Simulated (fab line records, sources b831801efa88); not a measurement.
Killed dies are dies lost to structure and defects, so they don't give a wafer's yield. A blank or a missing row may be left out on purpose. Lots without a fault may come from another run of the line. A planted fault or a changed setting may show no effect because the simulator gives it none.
fab line records | flow sky130 | part 1 of 2: steps 1 to 29 of 37
record lots=5 wafers=15 last_day=49
route steps=708 shown METAL3@532 CAPM@537
lots that met no fault: from a run of the same line without faults
start_h: hours from the record's first day to the start of the lot's first wafer shown | wait_h: hours since the lot's step before | " the same as in the row above | L1.1+2: a row that stands for several wafers | - no value, or no start given | * or withheld: withheld | < > ~ a bound
route shown NAME@n: a module of which the file shows steps, and the number in the route of the first | usual: mean/standard deviation of fault-free wafers | same: alike in all rows | chamber/n: place in a boat | sites: the reading at each site | _std_site: their standard deviation | _edge_site: outer sites' mean less inner sites' | radius_mm: how far each site lies from the wafer's centre | mask NAME#n: copy n | behind: the tool/chamber that last shaped the wafer | hold: why the lot was held/for how many hours/how that ended | device: the transistor (n, p or np) that didn't switch | end of line: the same wafers' tests at the end of the route | a step without rows: its recipe alone | killed: dies lost to structure and defects at the first sort, not the wafer's yield | map: a wafer's dies, x killed, . not, _ none there
set.NAME: the setting as run; set.NAME@STEP: as run at that earlier step | model.NAME: the simulator's own value behind a step, which no gauge read
lots at some steps of the route; a table a step, a row a wafer
services: from which hour (start_h, from the record's first day; less than 0 if before it) a tool's chamber was out of use, for how many hours, and why
## steps
# step SKY_METAL3_SPUTTER_00
# recipe material=Ti target_thk_nm=15 power_w=3000 time_s=10 chamber_pressure_pa=0.4
# usual throttle_valve_pct=30.2/0.64
# columns lot.wafer tool chamber start_h wait_h throttle_valve_pct
L076.1 pvd_sputter-03 - 887.80 0.2 30.7
L076.2 " - " " 30.3
L076.3 " - " " 28.4
L077.3 pvd_sputter-01 - 888.18 0.2 30.3
L077.4 " - " " 30.7
L077.5 " - " " 30.3
L085.4 pvd_sputter-01 - 935.34 0.3 30.6
L085.5 " - " " 31.0
L085.6 " - " " 29.1
L086.2 pvd_sputter-04 - 938.43 0.1 30.5
L086.3 " - " " 30.1
L086.6 " - " " 29.9
L093.1 pvd_sputter-04 - 990.01 0.2 30.9
L093.4 " - " " 30.2
L093.5 " - " " 30.6
# step SKY_METAL3_SPUTTER_01
# recipe material=TiN target_thk_nm=20 power_w=6500 time_s=16.7 chamber_pressure_pa=0.4
# usual throttle_valve_pct=30.2/0.65
# columns lot.wafer tool chamber start_h wait_h throttle_valve_pct
L077.3 pvd_sputter-01 - 888.20 0.0 30.4
L077.4 " - " " 30.6
L077.5 " - " " 30.7
L076.1 pvd_sputter-03 - 890.69 2.9 30.8
L076.2 " - " " 30.3
L076.3 " - " " 28.5
L085.4 pvd_sputter-01 - 935.36 0.0 30.5
L085.5 " - " " 30.9
L085.6 " - " " 29.2
L086.2 pvd_sputter-04 - 938.45 0.0 30.6
L086.3 " - " " 30.2
L086.6 " - " " 29.9
L093.1 pvd_sputter-04 - 990.03 0.0 30.5
L093.4 " - " " 30.2
L093.5 " - " " 30.1
# step SKY_METAL3_SPUTTER_02
# recipe material=AlCu target_thk_nm=735 power_w=10600 time_s=39.1 chamber_pressure_pa=0.4
# usual throttle_valve_pct=30.2/0.64
# columns lot.wafer tool chamber start_h wait_h throttle_valve_pct
L077.3 pvd_sputter-01 - 888.22 0.0 30.2
L077.4 " - " " 30.4
L077.5 " - " " 30.5
L076.1 pvd_sputter-03 - 890.72 0.0 30.8
L076.2 " - " " 30.4
L076.3 " - " " 28.4
L085.4 pvd_sputter-01 - 935.40 0.0 30.9
L085.5 " - " " 31.1
L085.6 " - " " 29.4
L086.2 pvd_sputter-04 - 938.48 0.0 30.8
L086.3 " - " " 30.2
L086.6 " - " " 29.8
L093.1 pvd_sputter-04 - 990.06 0.0 30.5
L093.4 " - " " 30.0
L093.5 " - " " 30.3
# step SKY_METAL3_SPUTTER_03
# recipe material=Ti target_thk_nm=5 power_w=3000 time_s=3.3 chamber_pressure_pa=0.4
# usual throttle_valve_pct=30.2/0.63
# columns lot.wafer tool chamber start_h wait_h throttle_valve_pct
L077.3 pvd_sputter-01 - 888.26 0.0 30.3
L077.4 " - " " 30.3
L077.5 " - " " 30.8
L076.1 pvd_sputter-03 - 890.75 0.0 30.6
L076.2 " - " " 30.3
L076.3 " - " " 28.5
L085.4 pvd_sputter-01 - 935.42 0.0 30.8
L085.5 " - " " 30.7
L085.6 " - " " 29.1
L086.2 pvd_sputter-04 - 938.51 0.0 30.5
L086.3 " - " " 30.4
L086.6 " - " " 29.7
L093.1 pvd_sputter-04 - 990.09 0.0 30.5
L093.4 " - " " 30.1
L093.5 " - " " 30.2
# step SKY_METAL3_SPUTTER_04
# recipe material=TiN target_thk_nm=70 power_w=6500 time_s=58.3 chamber_pressure_pa=0.4
# usual throttle_valve_pct=30.2/0.63
# columns lot.wafer tool chamber start_h wait_h throttle_valve_pct
L077.3 pvd_sputter-01 - 888.28 0.0 30.2
L077.4 " - " " 30.4
L077.5 " - " " 30.5
L076.1 pvd_sputter-03 - 890.77 0.0 30.5
L076.2 " - " " 30.5
L076.3 " - " " 28.2
L085.4 pvd_sputter-01 - 935.46 0.0 30.2
L085.5 " - " " 30.8
L085.6 " - " " 29.3
L086.2 pvd_sputter-04 - 938.53 0.0 30.7
L086.3 " - " " 30.3
L086.6 " - " " 29.8
L093.1 pvd_sputter-04 - 990.11 0.0 30.7
L093.4 " - " " 30.2
L093.5 " - " " 30.3
# step SKY_CAPM_CVD_00
# recipe material=SiO2 target_thk_nm=15.5 temp_c=400 time_s=withheld rf_w=450
# usual heater_power_outer_w=467/77 heater_power_w=765/110
# columns lot.wafer tool chamber start_h wait_h heater_power_outer_w heater_power_w
L077.3 pecvd-01 1 888.33 0.0 417 675
L077.4 " 0 " " 451 757
L077.5 " 2 " " 549 870
L076.1 pecvd-03 2 890.82 0.0 483 812
L076.2 " 0 " " 550 970
L076.3 " 1 " " 600 902
L085.4 pecvd-01 0 935.49 0.0 413 692
L085.5 " 2 " " 625 965
L085.6 " 1 " " 401 642
L086.2 pecvd-04 2 938.58 0.0 419 690
L086.3 " 1 " " 399 646
L086.6 " 0 " " 513 815
L093.1 pecvd-01 0 990.16 0.0 354 607
L093.4 " 1 " " 378 630
L093.5 " 2 " " 611 919
# step SKY_CAPM_THK_MEAS_01
# recipe reads=SiO2_of_CAPM_CVD_00
# usual CAPM_CVD_00_THK=15.55/0.27
# columns lot.wafer tool chamber start_h wait_h CAPM_CVD_00_THK[nm]
L077.3 film_metro-04 - 888.37 - 15.18
L077.4 " - " " 15.69
L077.5 " - " " 15.99
L076.1 film_metro-02 - 890.84 - 15.16
L076.2 " - " " 15.52
L076.3 " - " " 15.05
L085.4 film_metro-03 - 935.53 - 15.35
L085.5 " - " " 16.06
L085.6 " - " " 15.44
L086.2 film_metro-02 - 938.61 - 15.52
L086.3 " - " " 15.18
L086.6 " - " " 15.85
L093.1 film_metro-04 - 990.18 - 15.23
L093.4 " - " " 15.37
L093.5 " - " " 15.78
# step SKY_CAPM_SPUTTER_02
# recipe material=TiN target_thk_nm=200 temp_c=300 power_w=6500 time_s=166.7 chamber_pressure_pa=0.4
# usual substrate_temp_c=300.00/0.2 throttle_valve_pct=30.7/1.1
# columns lot.wafer tool chamber start_h wait_h substrate_temp_c throttle_valve_pct
L077.3 pvd_sputter-02 - 888.45 0.1 299.81 31.7
L077.4 " - " " 300.09 29.2
L077.5 " - " " 299.91 32.0
L076.1 pvd_sputter-04 - 890.90 0.1 299.93 30.1
L076.2 " - " " 299.89 30.6
L076.3 " - " " 300.05 30.4
L085.4 pvd_sputter-02 - 935.56 0.0 299.36 32.2
L085.5 " - " " 300.03 31.5
L085.6 " - " " 299.68 31.7
L086.2 pvd_sputter-03 - 938.66 0.0 300.12 30.6
L086.3 " - " " 299.81 28.2
L086.6 " - " " 300.13 30.6
L093.1 pvd_sputter-02 - 990.24 0.1 299.89 29.3
L093.4 " - " " 299.93 31.8
L093.5 " - " " 299.77 31.4
# step SKY_CAPM_RS_MEAS_03
# recipe thk_meas_gauge=four-point-probe reads=TiN_of_CAPM_SPUTTER_02
# usual CAPM_TIN_RS=6.92/0.091
# columns lot.wafer tool chamber start_h wait_h CAPM_TIN_RS[ohm/sq]
L077.3 film_metro-02 - 888.60 0.1 7.02
L077.4 " - " " 6.95
L077.5 " - " " 7.00
L076.1 film_metro-03 - 891.01 0.1 7.03
L076.2 " - " " 6.96
L076.3 " - " " 6.84
L085.4 film_metro-02 - 935.73 0.1 6.88
L085.5 " - " " 6.75
L085.6 " - " " 6.93
L086.2 film_metro-04 - 938.79 0.1 6.85
L086.3 " - " " 6.89
L086.6 " - " " 6.72
L093.1 film_metro-03 - 990.35 0.1 6.93
L093.4 " - " " 7.08
L093.5 " - " " 6.95
# step SKY_CAPM_THK_MEAS_04
# recipe thk_meas_gauge=xrf reads=TiN_of_CAPM_SPUTTER_02
# usual CAPM_TIN_THK=200/3.1
# columns lot.wafer tool chamber start_h wait_h CAPM_TIN_THK[nm]
L077.3 film_metro-02 - 888.70 0.1 198
L077.4 " - " " 199
L077.5 " - " " 198
L076.1 film_metro-03 - 891.13 0.1 195
L076.2 " - " " 197
L076.3 " - " " 201
L085.4 film_metro-02 - 935.82 0.1 201
L085.5 " - " " 205
L085.6 " - " " 200
L086.2 film_metro-04 - 938.90 0.1 202
L086.3 " - " " 200
L086.6 " - " " 206
L093.1 film_metro-03 - 990.47 0.1 198
L093.4 " - " " 195
L093.5 " - " " 198
# step SKY_CAPM_DEHYDRATE_05
# recipe temp_c=200 time_s=60
# usual plate_temp_C=200.00/0.15
# columns lot.wafer tool chamber start_h wait_h plate_temp_C
L077.3 litho_track-02 0 901.66 13.0 199.98
L077.4 " 0 " " 199.99
L077.5 " 0 " " 199.88
L076.1 litho_track-02 0 903.46 12.3 200.43
L076.2 " 0 " " 200.15
L076.3 " 0 " " 200.11
L085.4 litho_track-04 0 947.38 11.5 199.88
L085.5 " 0 " " 199.86
L085.6 " 0 " " 199.67
L086.2 litho_track-01 0 950.95 12.0 199.92
L086.3 " 0 " " 199.91
L086.6 " 0 " " 199.96
L093.1 litho_track-02 0 1002.07 11.6 200.04
L093.4 " 0 " " 200.14
L093.5 " 0 " " 200.07
# step SKY_CAPM_HMDS_06
# recipe prime_time_s=60 prime_temp_c=120
# columns lot.wafer tool chamber start_h wait_h
L077.3+4+5 litho_track-02 0 901.81 0.1
L076.1+2+3 litho_track-02 0 903.61 0.1
L085.4+5+6 litho_track-04 0 947.53 0.1
L086.2+3+6 litho_track-01 0 951.10 0.1
L093.1+4+5 litho_track-02 0 1002.22 0.1
# step SKY_CAPM_COAT_07
# recipe resist=NOVOLAK spin_rpm=3000 resist_thk_nm=1140
# columns lot.wafer tool chamber start_h wait_h
L077.3+4+5 litho_track-02 0 901.96 0.1
L076.1+2+3 litho_track-02 0 903.76 0.1
L085.4+5+6 litho_track-04 0 947.68 0.1
L086.2+3+6 litho_track-01 0 951.25 0.1
L093.1+4+5 litho_track-02 0 1002.37 0.1
# step SKY_CAPM_SOFTBAKE_08
# recipe temp_c=90 time_s=60 resist=NOVOLAK
# usual plate_temp_C=90.01/0.15
# columns lot.wafer tool chamber start_h wait_h plate_temp_C
L077.3 litho_track-02 0 902.11 0.1 90.12
L077.4 " 0 " " 90.19
L077.5 " 0 " " 90.09
L076.1 litho_track-02 0 903.91 0.1 89.88
L076.2 " 0 " " 89.79
L076.3 " 0 " " 89.93
L085.4 litho_track-04 0 947.83 0.1 89.90
L085.5 " 0 " " 89.95
L085.6 " 0 " " 90.10
L086.2 litho_track-01 0 951.40 0.1 90.10
L086.3 " 0 " " 90.15
L086.6 " 0 " " 90.17
L093.1 litho_track-02 0 1002.52 0.1 90.05
L093.4 " 0 " " 90.13
L093.5 " 0 " " 90.07
# step SKY_CAPM_EXPOSE_09
# recipe mask_id=CAPM na=0.6 source_shape=conventional sigma_outer=0.6 polarization=unpolarized target_cd_nm=1000 dose_mj=159
# usual exposure_dose_mJ_cm2=158.97/0.16
# columns lot.wafer tool chamber start_h wait_h mask exposure_dose_mJ_cm2
L077.3 iline_stepper-02 0 - - CAPM#0 159.05
L077.4 " 0 " " CAPM#0 159.35
L077.5 " 0 " " CAPM#0 159.08
L076.1 iline_stepper-01 0 - - CAPM#0 159.04
L076.2 " 0 " " CAPM#0 158.96
L076.3 " 0 " " CAPM#0 158.82
L085.4 iline_stepper-01 0 - - CAPM#0 158.86
L085.5 " 0 " " CAPM#0 158.75
L085.6 " 0 " " CAPM#0 158.74
L086.2 iline_stepper-02 0 - - CAPM#0 158.87
L086.3 " 0 " " CAPM#0 159.16
L086.6 " 0 " " CAPM#0 159.06
L093.1 iline_stepper-01 0 - - CAPM#0 159.10
L093.4 " 0 " " CAPM#0 159.05
L093.5 " 0 " " CAPM#0 158.73
# step SKY_CAPM_PEB_10
# recipe temp_c=withheld time_s=* resist=NOVOLAK
# columns lot.wafer tool chamber start_h wait_h
L077.3+4+5 litho_track-02 0 - -
L076.1+2+3 litho_track-01 0 - -
L085.4+5+6 litho_track-04 0 - -
L086.2+3+6 litho_track-01 0 - -
L093.1+4+5 litho_track-02 0 - -
# step SKY_CAPM_DEVELOP_11
# recipe resist=NOVOLAK developer=TMAH develop_time_s=60 dev_temp_c=23
# usual developer_temp_C=23.00/0.11
# columns lot.wafer tool chamber start_h wait_h developer_temp_C
L077.3 litho_track-02 0 913.66 0.1 22.93
L077.4 " 0 " " 23.03
L077.5 " 0 " " 23.02
L076.1 litho_track-01 0 915.58 0.1 23.05
L076.2 " 0 " " 23.17
L076.3 " 0 " " 23.09
L085.4 litho_track-04 0 959.83 0.1 22.99
L085.5 " 0 " " 22.94
L085.6 " 0 " " 22.96
L086.2 litho_track-01 0 962.85 0.1 23.06
L086.3 " 0 " " 23.29
L086.6 " 0 " " 23.28
L093.1 litho_track-02 0 1013.27 0.1 22.96
L093.4 " 0 " " 22.91
L093.5 " 0 " " 22.99
# step SKY_CAPM_OVL_MEAS_12
# usual CAPM_OVL=0.5/1.3
# columns lot.wafer tool chamber start_h wait_h CAPM_OVL[nm]
L077.3 overlay-02 - 913.78 0.1 0.7
L077.4 " - " " 0.9
L077.5 " - " " 0.6
L076.1 overlay-02 - 915.73 0.1 -0.1
L076.2 " - " " -1.2
L076.3 " - " " -1.4
L085.4 overlay-01 - 959.92 0.1 1.2
L085.5 " - " " 0.5
L085.6 " - " " -0.6
L086.2 overlay-01 - 962.99 0.1 0.0
L086.3 " - " " -1.9
L086.6 " - " " -0.1
L093.1 overlay-01 - 1013.42 0.1 -0.4
L093.4 " - " " -2.4
L093.5 " - " " -1.3
# step SKY_CAPM_METAL_ETCH_13
# recipe target_depth_nm=220 stop_on=SiO2 chemistry=Cl2/BCl3 target=TiN pressure_mtorr=10 icp_w=900 bias_w=48.5 Cl2_flow_sccm=60 bcl3_flow_sccm=30 time_s=62.9
# usual drypump_motor_current_A=5.6/0.48 oes_product_au=0.942/0.0082 throttle_valve_pct=21.902/0.0095
# columns lot.wafer tool chamber start_h wait_h drypump_motor_current_A oes_product_au rf_hours_counter_h throttle_valve_pct
L077.3 rie_metal-04 0 913.83 0.0 4.8 0.930 - 21.918
L077.4 " 1 " " 5.8 0.940 - 21.901
L077.5 " 0 " " 4.8 0.932 - 21.915
L076.1 rie_metal-03 1 915.77 0.0 6.0 0.935 5 21.919
L076.2 " 0 " " 5.3 0.936 0 21.918
L076.3 " 0 " " 5.3 0.943 - 21.896
L085.4 rie_metal-03 0 959.97 0.0 5.3 0.950 - 21.907
L085.5 " 1 " " 6.0 0.954 - 21.902
L085.6 " 0 " " 5.2 0.938 - 21.902
L086.2 rie_metal-04 1 963.02 0.0 5.8 0.947 0 21.908
L086.3 " 1 " " 5.8 0.950 - 21.906
L086.6 " 1 " " 5.8 0.955 - 21.892
L093.1 rie_metal-03 1 1013.45 0.0 6.0 0.937 9 21.914
L093.4 " 0 " " 5.2 0.931 - 21.920
L093.5 " 1 " " 6.0 0.940 - 21.902
# step SKY_CAPM_STRIP_14
# recipe chemistry=O2/N2 power_w=1400 pressure_mtorr=1500 platen_temp_c=withheld o2_flow_sccm=3000 n2_flow_sccm=300 overash_fraction=0.5
# usual drypump_motor_current_A=5.8/0.5 oes_product_au=0.710/0.0048 strip_time_to_endpoint_s=12.67/0.055
# columns lot.wafer tool chamber start_h wait_h drypump_motor_current_A oes_product_au rf_hours_counter_h strip_time_to_endpoint_s
L077.3 plasma_asher-01 0 913.91 0.1 6.4 0.704 - 12.68
L077.4 " 1 " " 5.6 0.710 - 12.68
L077.5 " 1 " " 5.6 0.708 - 12.69
L076.1 plasma_asher-04 0 915.84 0.1 5.7 0.710 108 12.61
L076.2 " 1 " " 5.9 0.710 108 12.61
L076.3 " 0 " " 5.8 0.704 - 12.64
L085.4 plasma_asher-01 0 960.05 0.1 6.4 0.715 - 12.63
L085.5 " 1 " " 5.6 0.708 - 12.72
L085.6 " 0 " " 6.4 0.710 - 12.64
L086.2 plasma_asher-04 1 963.09 0.1 6.0 0.710 113 12.71
L086.3 " 0 " " 5.8 0.706 - 12.70
L086.6 " 0 " " 5.7 0.712 - 12.69
L093.1 plasma_asher-01 1 1013.53 0.1 5.6 0.700 27 12.68
L093.4 " 0 " " 6.4 0.710 - 12.67
L093.5 " 0 " " 6.4 0.708 - 12.73
# step SKY_CAPM_STRIP_15
# recipe chemistry=post_etch_residue_remover time_s=1200 temp_c=72.5
# columns lot.wafer tool chamber start_h wait_h
L077.3+4+5 wet_bench-03 1 913.98 0.0
L076.1+2+3 wet_bench-02 3 915.94 0.1
L085.4+5+6 wet_bench-03 0 960.12 0.0
L086.2+3+6 wet_bench-03 0 963.19 0.1
L093.1+4+5 wet_bench-02 0 1013.63 0.1
# step SKY_CAPM_CLEAN_16
# recipe chemistry=IPA time_s=180 temp_c=25
# columns lot.wafer tool chamber start_h wait_h
L077.3+4+5 wet_bench-02 3 914.35 0.0
L076.1+2+3 wet_bench-03 3 916.28 0.0
L085.4+5+6 wet_bench-04 2 960.46 0.0
L086.2+3+6 wet_bench-02 0 963.53 0.0
L093.1+4+5 wet_bench-03 1 1013.97 0.0
# step SKY_CAPM_CLEAN_17
# recipe chemistry=O3/DIW dry=n2_spin
# columns lot.wafer tool chamber start_h wait_h
L077.3+4+5 wet_bench-04 0 914.41 0.0
L076.1+2+3 wet_bench-02 3 916.35 0.0
L085.4+5+6 wet_bench-03 1 960.52 0.0
L086.2+3+6 wet_bench-03 3 963.59 0.0
L093.1+4+5 wet_bench-04 0 1014.03 0.0
# step SKY_METAL3_DEHYDRATE_05
# recipe temp_c=200 time_s=60
# usual plate_temp_C=199.95/0.15
# columns lot.wafer tool chamber start_h wait_h plate_temp_C
L077.3 litho_track-04 0 926.80 12.3 200.16
L077.4 " 0 " " 199.79
L077.5 " 0 " " 199.58
L076.1 litho_track-02 0 928.47 12.0 199.91
L076.2 " 0 " " 199.78
L076.3 " 0 " " 199.80
L085.4 litho_track-02 0 972.04 11.4 199.65
L085.5 " 0 " " 199.78
L085.6 " 0 " " 199.79
L086.2 litho_track-03 0 975.56 11.9 199.72
L086.3 " 0 " " 199.91
L086.6 " 0 " " 199.91
L093.1 litho_track-04 0 1025.10 11.0 200.20
L093.4 " 0 " " 199.92
L093.5 " 0 " " 200.00
# step SKY_METAL3_HMDS_06
# recipe prime_time_s=60 prime_temp_c=120
# columns lot.wafer tool chamber start_h wait_h
L077.3+4+5 litho_track-04 0 926.95 0.1
L076.1+2+3 litho_track-02 0 928.62 0.1
L085.4+5+6 litho_track-02 0 972.19 0.1
L086.2+3+6 litho_track-03 0 975.71 0.1
L093.1+4+5 litho_track-04 0 1025.25 0.1
# step SKY_METAL3_COAT_07
# recipe resist=BARC temp_c=withheld time_s=withheld spin_rpm=3000 resist_thk_nm=60
# columns lot.wafer tool chamber start_h wait_h
L077.3+4+5 litho_track-04 0 927.10 0.1
L076.1+2+3 litho_track-02 0 928.77 0.1
L085.4+5+6 litho_track-02 0 972.34 0.1
L086.2+3+6 litho_track-03 0 975.86 0.1
L093.1+4+5 litho_track-04 0 1025.40 0.1
# step SKY_METAL3_COAT_08
# recipe resist=KrF-thick spin_rpm=3000 resist_thk_nm=1140
# columns lot.wafer tool chamber start_h wait_h
L077.3+4+5 litho_track-04 0 - -
L076.1+2+3 litho_track-02 0 - -
L085.4+5+6 litho_track-02 0 - -
L086.2+3+6 litho_track-03 0 - -
L093.1+4+5 litho_track-04 0 - -
# step SKY_METAL3_SOFTBAKE_09
# recipe temp_c=100 time_s=90 resist=KrF-thick
# usual plate_temp_C=100.03/0.13
# columns lot.wafer tool chamber start_h wait_h plate_temp_C
L077.3 litho_track-04 0 - - 99.99
L077.4 " 0 " " 99.82
L077.5 " 0 " " 99.83
L076.1 litho_track-02 0 - - 100.24
L076.2 " 0 " " 100.35
L076.3 " 0 " " 100.25
L085.4 litho_track-02 0 - - 99.99
L085.5 " 0 " " 100.12
L085.6 " 0 " " 100.20
L086.2 litho_track-03 0 - - 100.20
L086.3 " 0 " " 100.04
L086.6 " 0 " " 99.93
L093.1 litho_track-04 0 - - 99.98
L093.4 " 0 " " 99.89
L093.5 " 0 " " 100.04
# step SKY_METAL3_EXPOSE_10
# recipe mask_id=MM3 na=0.68 source_shape=annular sigma_inner=0.4 sigma_outer=0.8 target_cd_nm=300 dose_mj=28
# usual exposure_dose_mJ_cm2=27.988/0.027
# columns lot.wafer tool chamber start_h wait_h mask exposure_dose_mJ_cm2
L077.3 krf_scanner-02 0 - - MM3#0 27.996
L077.4 " 0 " " MM3#0 28.014
L077.5 " 0 " " MM3#0 28.046
L076.1 krf_scanner-01 0 - - MM3#0 27.983
L076.2 " 0 " " MM3#0 28.033
L076.3 " 0 " " MM3#0 27.950
L085.4 krf_scanner-01 0 - - MM3#0 28.018
L085.5 " 0 " " MM3#0 27.954
L085.6 " 0 " " MM3#0 28.006
L086.2 krf_scanner-02 0 - - MM3#0 28.037
L086.3 " 0 " " MM3#0 27.995
L086.6 " 0 " " MM3#0 28.034
L093.1 krf_scanner-02 0 - - MM3#0 27.991
L093.4 " 0 " " MM3#0 27.966
L093.5 " 0 " " MM3#0 28.016
